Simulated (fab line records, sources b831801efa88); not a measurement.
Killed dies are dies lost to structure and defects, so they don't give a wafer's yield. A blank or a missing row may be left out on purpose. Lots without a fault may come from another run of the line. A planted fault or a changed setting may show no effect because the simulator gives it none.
Tool commonality check | flow sky130 | 14 lots, 48 wafers sampled

WHY IT WAS OPENED
At SKY_METAL1_CD_MEAS_15 the reading cd_nm is flagged on 2 of 14 lots. Wafers without a fault read 139.9 nm, standard deviation 1.6.
Rule: a lot is flagged when every wafer of it that has a number lies more than 4 standard deviations from that mean, or none has a number. The other lots count as sound.

lot  | measured     | on        | cd_nm (nm), wafer by wafer    | flag
L683 | day 33 05:44 | cd_sem-02 | 142.4 140.3 141.3             |
L685 | day 33 19:40 | cd_sem-01 | 139.9 140.4 141.5             |
L684 | day 33 20:52 | cd_sem-01 | 139.9 140.3 140.3             |
L686 | day 34 03:17 | cd_sem-02 | 139.8 138.5 138.8             |
L687 | day 34 20:41 | cd_sem-01 | 143.3 143.8 142.1             |
L689 | day 35 02:05 | cd_sem-02 | 140.2 140.2 140.1             |
L688 | day 35 06:27 | cd_sem-01 | 137.4 138.9 139.1             |
L690 | day 35 11:03 | cd_sem-01 | 141.0 140.6 141.9             |
L691 | day 35 20:10 | cd_sem-01 | 141.8 140.0 140.3             |
L692 | day 36 02:37 | cd_sem-01 | 138.0 137.2 137.6             |
L693 | day 36 06:07 | cd_sem-02 | 138.1 137.1 137.1             |
L695 | day 37 02:37 | cd_sem-02 | 140.2 141.7 142.3             |
L700 | day 38 05:24 | cd_sem-02 | 22.2 61.7 97.7 21.7 61.6 98.1 | FLAGGED
L701 | day 38 14:22 | cd_sem-01 | 62.1 69.2 68.3 62.0 69.3 68.9 | FLAGGED
The numbers of the flagged lots are 63.6 nm on average: -76.3 nm against the usual, or -48 standard deviations.

WHICH TOOL RAN EACH LOT
The record holds 3 process steps before the reading, out of a route of 708 steps. In each cell: the tool, then ch and the chambers that the sampled wafers went through, then the start.
lot  | flag    | SKY_CONTACT_ETCH_16                | SKY_METAL1_SPUTTER_01        | SKY_METAL1_EXPOSE_12
L683 |         | rie_diel-04 ch 1,2, day 32 01:52   | pvd_sputter-01, day 32 03:17 | krf_scanner-01 ch 0, day 32 15:50
L685 |         | rie_diel-02 ch 0,1, day 32 14:25   | pvd_sputter-02, day 32 15:53 | krf_scanner-01 ch 0, day 33 06:53
L684 |         | rie_diel-04 ch 0,2,3, day 32 16:41 | pvd_sputter-01, day 32 18:05 | krf_scanner-02 ch 0, day 33 08:38
L686 |         | rie_diel-04 ch 0,1,2, day 32 23:58 | pvd_sputter-04, day 33 01:22 | krf_scanner-02 ch 0, day 33 15:02
L687 |         | rie_diel-04 ch 0,3, day 33 16:46   | pvd_sputter-02, day 33 18:10 | krf_scanner-02 ch 0, day 34 07:26
L689 |         | rie_diel-02 ch 0,1, day 33 22:14   | pvd_sputter-04, day 33 23:59 | krf_scanner-02 ch 0, day 34 13:41
L688 |         | rie_diel-04 ch 0,1,3, day 34 02:10 | pvd_sputter-01, day 34 03:55 | krf_scanner-02 ch 0, day 34 17:18
L690 |         | rie_diel-03 ch 1,2,3, day 34 07:13 | pvd_sputter-01, day 34 08:58 | krf_scanner-02 ch 0, day 34 22:24
L691 |         | rie_diel-03 ch 0,1, day 34 17:05   | pvd_sputter-02, day 34 18:30 | krf_scanner-02 ch 0, day 35 08:19
L692 |         | rie_diel-03 ch 0,1,3, day 34 23:19 | pvd_sputter-02, day 35 00:43 | krf_scanner-02 ch 0, day 35 13:55
L693 |         | rie_diel-04 ch 1,2, day 35 02:58   | pvd_sputter-01, day 35 04:24 | krf_scanner-02 ch 0, day 35 17:43
L695 |         | rie_diel-04 ch 0,1, day 35 23:23   | pvd_sputter-04, day 36 00:48 | krf_scanner-01 ch 0, day 36 14:00
L700 | FLAGGED | rie_diel-04 ch 0,3, day 37 01:17   | pvd_sputter-04, day 37 02:59 | krf_scanner-01 ch 0, day 37 16:38
L701 | FLAGGED | rie_diel-04 ch 0,1,2, day 37 11:37 | pvd_sputter-04, day 37 13:05 | krf_scanner-01 ch 0, day 38 02:49
What these steps do:
- SKY_CONTACT_ETCH_16: etches BARC in N2/H2, stops on SiO2, time 45.9 s, target depth 60 nm.
- SKY_METAL1_SPUTTER_01: material TiN, target thk 20 nm, time 16.7 s.
- SKY_METAL1_EXPOSE_12: exposes mask MM1, target cd 140 nm.
- SKY_METAL1_CD_MEAS_15: target cd 140 nm.

FLAGGED OVER TOTAL, TOOL BY TOOL (the gauges that took the reading come last)
step                  | tool           | lots run | flagged | share of the flagged lots | sound lots run after its first flagged lot
SKY_CONTACT_ETCH_16   | rie_diel-02    | 2        | 0       | none                      | -
SKY_CONTACT_ETCH_16   | rie_diel-03    | 3        | 0       | none                      | -
SKY_CONTACT_ETCH_16   | rie_diel-04    | 9        | 2       | all                       | 0
SKY_METAL1_SPUTTER_01 | pvd_sputter-01 | 5        | 0       | none                      | -
SKY_METAL1_SPUTTER_01 | pvd_sputter-02 | 4        | 0       | none                      | -
SKY_METAL1_SPUTTER_01 | pvd_sputter-04 | 5        | 2       | all                       | 0
SKY_METAL1_EXPOSE_12  | krf_scanner-01 | 5        | 2       | all                       | 0
SKY_METAL1_EXPOSE_12  | krf_scanner-02 | 9        | 0       | none                      | -
SKY_METAL1_CD_MEAS_15 | cd_sem-01      | 8        | 1       | some                      | 0
SKY_METAL1_CD_MEAS_15 | cd_sem-02      | 6        | 1       | some                      | 0

WHAT THE TABLE ALLOWS
3 rows of the table ran every flagged lot: rie_diel-04 at SKY_CONTACT_ETCH_16, pvd_sputter-04 at SKY_METAL1_SPUTTER_01, krf_scanner-01 at SKY_METAL1_EXPOSE_12.
- rie_diel-04 at SKY_CONTACT_ETCH_16: 2 of its 9 lots flagged. Its last sound lot is L695 (day 35 23:23), its first flagged lot L700 (day 37 01:17): a fault that began between those two fits.
- pvd_sputter-04 at SKY_METAL1_SPUTTER_01: 2 of its 5 lots flagged. Its last sound lot is L695 (day 36 00:48), its first flagged lot L700 (day 37 02:59): a fault that began between those two fits.
- krf_scanner-01 at SKY_METAL1_EXPOSE_12: 2 of its 5 lots flagged. Its last sound lot is L695 (day 36 14:00), its first flagged lot L700 (day 37 16:38): a fault that began between those two fits.
Counting lots can't tell these 3 tools apart, because each fits a fault that began at some hour. More lots, or a look at what each step does to the wafer, might.

WHAT THE SIMULATOR HAD PUT IN
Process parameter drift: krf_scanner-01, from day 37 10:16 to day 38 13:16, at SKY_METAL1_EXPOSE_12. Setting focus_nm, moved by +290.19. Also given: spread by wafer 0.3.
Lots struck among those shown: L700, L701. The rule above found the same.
